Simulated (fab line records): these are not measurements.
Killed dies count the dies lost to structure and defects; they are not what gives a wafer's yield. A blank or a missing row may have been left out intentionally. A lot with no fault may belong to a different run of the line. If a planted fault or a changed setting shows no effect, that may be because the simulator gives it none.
What tool caused it? || flow sky130 || 21 wafers from 7 lots sampled at 4 of the route's 708 steps

## WHAT EACH GAUGE READ, for each wafer
SKY_LDD_N_TW_MEAS_17.
{"lot": "L907", "measured": "day 18 12:03", "on": "film_metro-02", "LDD_N_TW": "2541 2555 2537"}
{"lot": "L910", "measured": "day 19 14:32", "on": "film_metro-01", "LDD_N_TW": "2597 2592 2587"}
{"lot": "L913", "measured": "day 20 16:25", "on": "film_metro-02", "LDD_N_TW": "2567 2560 2560"}
{"lot": "L917", "measured": "day 21 17:11", "on": "film_metro-02", "LDD_N_TW": "2564 2548 2552"}
{"lot": "L924", "measured": "day 23 17:03", "on": "film_metro-03", "LDD_N_TW": "2417 2415 2415"}
{"lot": "L928", "measured": "day 25 08:09", "on": "film_metro-03", "LDD_N_TW": "2542 2543 2564"}
{"lot": "L930", "measured": "day 25 17:06", "on": "film_metro-01", "LDD_N_TW": "2580 2585 2579"}

## WHICH TOOL RAN EACH LOT (tool, then ch and the chambers of the sampled wafers, then the start)
{"lot": "L907", "SKY_RES_PROTECT_STRIP_07": "plasma_asher-03 ch 0,1, day 15 18:08", "SKY_LDD_N_IMPLANT_10": "implanter-01 ch 0, day 18 11:03", "SKY_LDD_N_STRIP_16": "plasma_asher-02 ch 0,1, day 18 11:57"}
{"lot": "L910", "SKY_RES_PROTECT_STRIP_07": "plasma_asher-01 ch 0,1, day 16 21:12", "SKY_LDD_N_IMPLANT_10": "implanter-01 ch 0, day 19 13:34", "SKY_LDD_N_STRIP_16": "plasma_asher-03 ch 0,1, day 19 14:27"}
{"lot": "L913", "SKY_RES_PROTECT_STRIP_07": "plasma_asher-02 ch 0,1, day 17 21:38", "SKY_LDD_N_IMPLANT_10": "implanter-03 ch 0, day 20 15:26", "SKY_LDD_N_STRIP_16": "plasma_asher-04 ch 0,1, day 20 16:19"}
{"lot": "L917", "SKY_RES_PROTECT_STRIP_07": "plasma_asher-03 ch 0,1, day 18 22:06", "SKY_LDD_N_IMPLANT_10": "implanter-03 ch 0, day 21 16:13", "SKY_LDD_N_STRIP_16": "plasma_asher-03 ch 0,1, day 21 17:05"}
{"lot": "L924", "SKY_RES_PROTECT_STRIP_07": "plasma_asher-03 ch 0,1, day 20 22:31", "SKY_LDD_N_IMPLANT_10": "implanter-01, day 23 16:03", "SKY_LDD_N_STRIP_16": "plasma_asher-04 ch 0,1, day 23 16:57"}
{"lot": "L928", "SKY_RES_PROTECT_STRIP_07": "plasma_asher-03 ch 0,1, day 22 12:35", "SKY_LDD_N_IMPLANT_10": "implanter-01 ch 0, day 25 07:09", "SKY_LDD_N_STRIP_16": "plasma_asher-03 ch 0,1, day 25 08:03"}
{"lot": "L930", "SKY_RES_PROTECT_STRIP_07": "plasma_asher-03 ch 0,1, day 22 21:08", "SKY_LDD_N_IMPLANT_10": "implanter-03 ch 0, day 25 16:06", "SKY_LDD_N_STRIP_16": "plasma_asher-04 ch 0,1, day 25 17:00"}
- SKY_RES_PROTECT_STRIP_07: strips in O2/N2.
- SKY_LDD_N_IMPLANT_10
- SKY_LDD_N_STRIP_16: strips in O2/N2.

## THE ANSWER, worked out from the rows above alone
Rule: the lots themselves supply what counts as usual. Put in order of their means at a reading, lots are off if they are a third of the lots or fewer, leave a main group of 4 or more, and stand apart from it by a gap of 3 or more times the standard deviation of the main group's means; of several such gaps the widest counts. A main group whose means are all the same, to the digits that the tables above print for the reading, isn't used. A lot without any number at a reading at which 4 lots or more have one is off too. All remaining lots with rows at the step are treated as sound.
Off: L924, seen at SKY_LDD_N_TW_MEAS_17 (LDD_N_TW). Main group: mean 2564, sd 17.
A tool fits if, at a process step before that reading, it ran every lot that is off, and no sound lot after the first of them. Those tools and the gauges at SKY_LDD_N_TW_MEAS_17 are tried in the same way. No candidate that was tried fits.

## WHAT HAD BEEN PUT IN BY THE SIMULATOR
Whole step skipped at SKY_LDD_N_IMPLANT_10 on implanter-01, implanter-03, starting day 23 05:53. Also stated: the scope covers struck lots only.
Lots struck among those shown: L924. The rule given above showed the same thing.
